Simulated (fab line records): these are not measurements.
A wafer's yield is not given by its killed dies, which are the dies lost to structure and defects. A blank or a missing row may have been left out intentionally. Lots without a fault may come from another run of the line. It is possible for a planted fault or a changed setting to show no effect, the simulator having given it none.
A lot that was struck, set against a sound lot    flow sky130    15 steps out of a route of 708
Sound: the wafers L703.1, L703.4, L703.5. Wafers L713.3, L713.5, L713.6 were the ones struck. The cause is given at the end.
Per side, at each step with rows, come the tool, then ch with its chambers, and then its first start. Under that, the readings that differ: sound wafers    struck wafers    difference of the means    sigmas: that difference in standard deviations of wafers without a fault.
alike: same words and numbers on both sides, and readings whose means sit less than 2 such deviations apart. not compared: any withheld reading, any reading some wafer has no value for, any bound like >300 that may hide the same value, and any number with overlapping values for which the record gives no deviation.
A row with sigmas, a row that says differs or no value, or rows on one side alone: a step with any of these is where the two part. Numbers that have no deviation but don't overlap get no sigmas and don't part them. A reading that every wafer of one side lacks parts them only if that side has two wafers or more.

SKY_POLY_GATE_ETCH_15: etches BARC in N2/H2, stops on SiO2, time 118.5 s, target depth 110 nm.
  sound on rie diel-01 ch 0,1, day 16 14:52; struck on rie diel-01 ch 2,3, day 20 13:04
reading                      sound        struck       difference  sigmas
drypump motor current A (A)  5.3 5.6 5.3  6.7 5.8 6.7  +1.0        +2
  alike: bias w, chamber pressure mTorr, oes product au, throttle valve pct
  not compared: rf hours counter h
SKY_POLY_GATE_ETCH_16: etches Si3N4 in CH3F/O2, stops on poly-Si, time 147.5 s, target depth 75 nm.
  sound on rie diel-01 ch 0,1, day 16 14:56; struck on rie diel-01 ch 2,3, day 20 13:08
reading                      sound        struck       difference  sigmas
drypump motor current A (A)  5.3 5.6 5.3  6.7 5.8 6.7  +1.0        +2
  alike: bias w, chamber pressure mTorr, oes product au, throttle valve pct
  not compared: rf hours counter h
SKY_POLY_GATE_ETCH_17: etches poly-Si in HBr/Cl2, stops on SiO2, target depth 180 nm, time 70.5 s.
  sound on rie si-02 ch 0,1,2, day 16 15:02; struck on rie si-02 ch 0,1,3, day 20 13:14
  alike: bias w, chamber pressure mTorr, drypump motor current A, oes product au, throttle valve pct
  not compared: rf hours counter h
SKY_POLY_GATE_STRIP_18: strips in O2/N2.
  sound on plasma asher-01 ch 1, day 16 15:06; struck on plasma asher-01 ch 0,1, day 20 13:20
reading                sound              struck             difference  sigmas
oes product au (a.u.)  0.363 0.364 0.367  0.358 0.347 0.359  -0.010      -2
  alike: chamber pressure mTorr, drypump motor current A, strip time to endpoint s
  not compared: rf hours counter h
then, 2 steps without rows for these wafers: SKY_POLY_GATE_CLEAN_19 (cleans in SC1/SC2, time 150 s); SKY_POLY_GATE_OXIDATION_20 (stabilise 600 s, purge 300 s, target thk 4 nm).
SKY_POLY_GATE_THK_MEAS_21:
  sound on film metro-03, day 16 17:43; struck on film metro-01, day 20 15:46
  alike: POLY_GATE_OXIDATION_THK
SKY_POLY_GATE_CD_MEAS_22:
  sound on cd sem-02, day 16 17:49; struck on cd sem-01, day 20 15:52
  alike: cd nm
then, 4 steps without rows for these wafers: SKY_LDD_N_DEHYDRATE_00 (time 60 s); SKY_LDD_N_HMDS_01 (prime time 60 s); SKY_LDD_N_COAT_02 (resist thk 300 nm); SKY_LDD_N_SOFTBAKE_03 (time 60 s).
SKY_LDD_N_EXPOSE_04: exposes mask NTM, target cd 840 nm.
  sound on iline stepper-02 ch 0, day 17 07:45; struck on iline stepper-01 ch 0, day 21 07:53
reading  sound              struck                      difference  sigmas
mask     NTM#0 NTM#0 NTM#0  NTM_R1#0 NTM_R1#0 NTM_R1#0  differs     
following that, these wafers have no rows for 1 step: SKY_LDD_N_PEB_05.
-- a jump in the record: the struck wafers' starts before and after are 27 days apart (it breaks off in module LDD_N and resumes in module PAD_OPEN, where the first step shown is number 708 of the route) --
SKY_PAD_OPEN_PROBE_99:
  sound on prober-02, day 45 16:25; struck on prober-02, day 48 14:20
  alike: killed_at_M0_to_M3, killed_at_M4_up, killed at contacts, killed at front end, killed at other, killed dies, killed open, killed short

== WHERE THEY PART ==
Earliest at SKY_POLY_GATE_ETCH_15; latest, in this record, at SKY_LDD_N_EXPOSE_04. Later steps at which nothing parts them and some readings are alike: SKY_PAD_OPEN_PROBE_99.

WHY: whatever the simulator had introduced
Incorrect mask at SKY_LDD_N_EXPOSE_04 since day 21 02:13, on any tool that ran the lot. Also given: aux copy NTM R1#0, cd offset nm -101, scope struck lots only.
